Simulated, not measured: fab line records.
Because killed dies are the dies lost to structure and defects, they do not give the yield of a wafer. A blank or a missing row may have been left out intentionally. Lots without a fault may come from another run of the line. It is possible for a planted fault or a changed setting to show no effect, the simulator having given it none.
Chamber matching -- flow gf180mcu -- GF_POLY_GATE_ETCH_13 on rie-si-01: 4 sister chambers
The step etches poly-Si in HBr/Cl2, stops on SiO2, target depth 198.5 nm, time 69.6 s. 4 wafers are shown with their chamber, then 8 later ones without.

WAFERS WITH THEIR CHAMBER
wafer,chamber,drypump-motor-current-A (A)
L146.6,0,4.9
L147.3,1,6.3
L147.4,2,6.0
L157.2,3,6.4

WAFERS MISSING THEIR CHAMBER
wafer,drypump-motor-current-A (A)
L157.3,4.8
L157.4,6.5
L158.2,6.2
L158.3,4.9
L158.5,4.9
L162.3,6.2
L162.4,6.0
L162.5,6.3

THE CHAMBER EACH PASSED THROUGH
wafer,from the rows above,in truth
L157.3,0,0
L157.4,can't be placed: 3 or 1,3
L158.2,can't be placed: 1 or 2 or 3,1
L158.3,0,0
L158.5,0,0
L162.3,can't be placed: 1 or 2 or 3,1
L162.4,2,2
L162.5,can't be placed: 1 or 3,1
4 of 8 placed correctly. These rows do not allow placing 4 (true chamber among the candidates in 4). Number placed wrongly: 0.
How it was worked out, from the rows above alone: a wafer's distance from a chamber is the root of the sum, over the readings, of the square of ((its reading less the chamber's mean) divided by the reading's scatter). If the next closest chamber is less than 2 further off than the closest, the wafer can't be placed; otherwise it belongs to the closest. The mean given for a chamber averages the wafers shown for that chamber. The scatter: root of mean squared gap, hidden wafer to nearest shown wafer, with one shown wafer a chamber.
